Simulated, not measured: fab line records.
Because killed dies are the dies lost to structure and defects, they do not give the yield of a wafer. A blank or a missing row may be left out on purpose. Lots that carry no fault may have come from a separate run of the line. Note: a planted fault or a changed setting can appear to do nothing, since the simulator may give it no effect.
Split-lot experiment | flow sky130 | 23 wafers read across 5 lots, on a route 708 steps long

== ABOUT THE SPLIT ==
At SKY_VIA2_EXPOSE_09 (exposes mask VIM2, target cd 200 nm), the setting dose mj was moved away from the recipe's 38 on 6 of the 23 wafers read, by -6.8% to +3.5%. This setting was run at the recipe's value on the other wafers.

== FROM THE SPLIT TO THE READING: what the file shows between them, 2 steps ==
- SKY_VIA2_PEB_10
- SKY_VIA2_DEVELOP_11: develop time 60 s

== THE READING ==
cd nm at SKY_VIA2_CD_MEAS_12, given in nm (cd target 200 nm). Typical for fault-free wafers on this fab line: 199.3 nm, with standard deviation 1.3 nm.

wafer  | tool, chamber at the split | dose mj as run | against the recipe | cd nm, nm | against lot-mates on the recipe
L076.2 | krf scanner-01, 0          | 38             | recipe             | 198.1     | -
L076.4 | krf scanner-01, 0          | 38             | recipe             | 199.3     | -
L076.5 | krf scanner-01, 0          | 38             | recipe             | 199.8     | -
L077.1 | krf scanner-01, 0          | 39.34          | +3.5%              | 204.8     | +7.2
L077.2 | krf scanner-01, 0          | 38             | recipe             | 198.5     | -
L077.4 | krf scanner-01, 0          | 38             | recipe             | 196.8     | -
L077.5 | krf scanner-01, 0          | 39.34          | +3.5%              | 203.7     | +6.0
L077.6 | krf scanner-01, 0          | 39.34          | +3.5%              | 203.3     | +5.7
L082.1 | krf scanner-02, 0          | 38             | recipe             | 198.9     | -
L082.2 | krf scanner-02, 0          | 35.42          | -6.8%              | 186.5     | -11.6
L082.3 | krf scanner-02, 0          | 35.42          | -6.8%              | 185.0     | -13.1
L082.4 | krf scanner-02, 0          | 38             | recipe             | 197.3     | -
L082.6 | krf scanner-02, 0          | 35.42          | -6.8%              | 184.6     | -13.5
L083.1 | krf scanner-01, 0          | 38             | recipe             | 198.2     | -
L083.2 | krf scanner-01, 0          | 38             | recipe             | 200.9     | -
L083.3 | krf scanner-01, 0          | 38             | recipe             | 198.8     | -
L083.4 | krf scanner-01, 0          | 38             | recipe             | 199.6     | -
L083.6 | krf scanner-01, 0          | 38             | recipe             | 200.6     | -
L084.1 | krf scanner-01, 0          | 38             | recipe             | 200.0     | -
L084.2 | krf scanner-01, 0          | 38             | recipe             | 201.5     | -
L084.3 | krf scanner-01, 0          | 38             | recipe             | 201.8     | -
L084.5 | krf scanner-01, 0          | 38             | recipe             | 199.2     | -
L084.6 | krf scanner-01, 0          | 38             | recipe             | 200.5     | -

THE FIT
A straight line over all 23 wafers: cd nm changes by +1.88 nm for each +1% of dose mj; r = +0.96; the points scatter about the line by 1.5 nm.
The same after taking each lot's own level away (the mean of its wafers on the recipe; 23 wafers): +1.85 nm for each +1%; r = +0.99; scatter 0.91 nm.
On that fit, the largest move of dose mj shifts the reading by 13 nm.
The lots' own levels span 197.65 to 200.60 nm, that is 2.3 times the standard deviation above.
The two slopes are in agreement: the lot-to-lot level therefore moves the slope only a little.
Check: for one of the wafers moved furthest among these (-6.8%), held out of the fit, the line's prediction against its lot-mates is -13 nm. It came out at -11.6 nm against them.

== THESE WAFERS: OTHER SPLITS ==
Before the reading, these wafers also passed through other splits. Each is held against what the fit with the lots' levels taken away leaves over:
other split on the same wafers    | wafers away from the commonest value | r with cd nm (lot level and that fit taken away)
SKY_VIA1_EXPOSE_09 dose mj        | 7                                    | -0.45
SKY_VIA1_SPUTTER_20 power w       | 7                                    | +0.05
SKY_METAL2_SPUTTER_02 time s      | 9                                    | -0.14
SKY_METAL2_METAL_ETCH_19 icp w    | 7                                    | -0.40
SKY_VIA2_HDPCVD_00 sih4 flow sccm | 9                                    | +0.10

== THE WHOLE CHAIN: every reading that the file lists as answering this split, in the file's order ==
step                | what it does                                                         | reading                                                     | change (the file's fit)              | r (the file's)
SKY_VIA2_CD_MEAS_12 | target cd 200 nm                                                     | cd nm                                                       | +1.86 nm for each +1% of the setting | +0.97
SKY_VIA2_ETCH_14    | etches BARC in N2/H2, stops on SiO2, time 45.9 s, target depth 60 nm | VIA2.cd nm (the simulator's own value, which no gauge read) | +1.86 nm for each +1% of the setting | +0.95

== FILE'S OWN FIT ==
cd nm changes by +1.86 nm for each +1% of dose mj, r = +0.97.
